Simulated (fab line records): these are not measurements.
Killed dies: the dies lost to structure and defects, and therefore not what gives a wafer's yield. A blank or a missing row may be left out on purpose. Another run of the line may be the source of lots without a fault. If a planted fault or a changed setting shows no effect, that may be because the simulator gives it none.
One fault through the eyes of 2 desks ; flow sky130 ; each desk has only its own numbers; what lay behind them comes last

TOOL OWNER'S DESK, ilineStepper-02
The tool's own readings at SKY_VT_ADJUST_NCORE_EXPOSE_04 (exposes mask LVTN COMPLEMENT THIN, target cd 380 nm): means of the sampled wafers that have a number, for each lot that ran on this tool. Marked OUT: a lot whose mean sits more than 4 standard deviations from the usual mean, which makes it out of limits; the brackets give that distance.
Columns: A = exposureDoseMJCm2 at SKY_VT_ADJUST_NCORE_EXPOSE_04, usual 138.99
lot;first seen here;A
L631;day 10 03:55;139.00
L634;day 11 09:04;138.97
Result from this desk: across the 2 lots, nothing is out of limits.

METROLOGY DESK
Means of the sampled wafers that have a number, per lot and without regard to the tool the lot ran on: this is what the gauges read. Marked OUT: a lot whose mean sits more than 4 standard deviations from the usual mean, which makes it out of limits; the brackets give that distance.
Columns: A = NWELL_2_TW at SKY_NWELL_TW_MEAS_26, usual 495; B = VT_ADJUST_NCORE_OVL at SKY_VT_ADJUST_NCORE_OVL_MEAS_08, usual -0.1 nm; C = VT_ADJUST_NCORE_TW at SKY_VT_ADJUST_NCORE_TW_MEAS_11, usual 218.3; D = VT_ADJUST_HVTR_TW at SKY_VT_ADJUST_HVTR_TW_MEAS_11, usual 209.5
lot;first seen here;A;B;C;D
L624;day 5 08:41;490;-0.1;218.0;209.2
L625;day 5 12:55;498;-1.2;217.7;210.3
L631;day 7 03:09;501;134.1 (+99 or more) OUT;220.0;207.7
L634;day 8 03:49;495;134.6 (+99 or more) OUT;217.9;212.7
L636;day 8 05:35;494;-0.2;216.6;209.2
L637;day 8 18:04;499;1.3;217.6;209.4
L639;day 9 02:07;502;0.3;217.7;212.0
L640;day 9 09:05;503;-1.2;219.1;211.2
L641;day 9 22:03;493;0.5;218.3;209.1
L642;day 9 22:23;496;0.2;219.4;208.3
L643;day 10 01:59;501;0.8;219.2;208.5
L644;day 10 09:22;492;0.6;217.6;207.7
L645;day 10 14:29;484;0.5;216.7;207.6
This desk's finding: out of limits on L631, L634; first on L631, day 10 14:39 (VT_ADJUST_NCORE_OVL at SKY_VT_ADJUST_NCORE_OVL_MEAS_08). In limits: L624, L625, L636, L637, L639, L640, L641, L642, L643, L644, L645.

PUT TOGETHER
L631, L634 would have let the metrology desk raise an alarm at day 10 14:39.
The desk of the tool owner found nothing out of limits.
On record at the tool owner's desk: L631, L634, within its limits.
Of the lots named, all ran SKY_VT_ADJUST_NCORE_EXPOSE_04 on ilineStepper-02.

WHAT WAS PUT IN BY THE SIMULATOR
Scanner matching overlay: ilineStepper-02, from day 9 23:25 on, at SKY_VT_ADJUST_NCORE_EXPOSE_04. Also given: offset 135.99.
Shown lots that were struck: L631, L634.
Delay in hours, fault start to first out-of-limits reading, per desk: metrology desk 15.
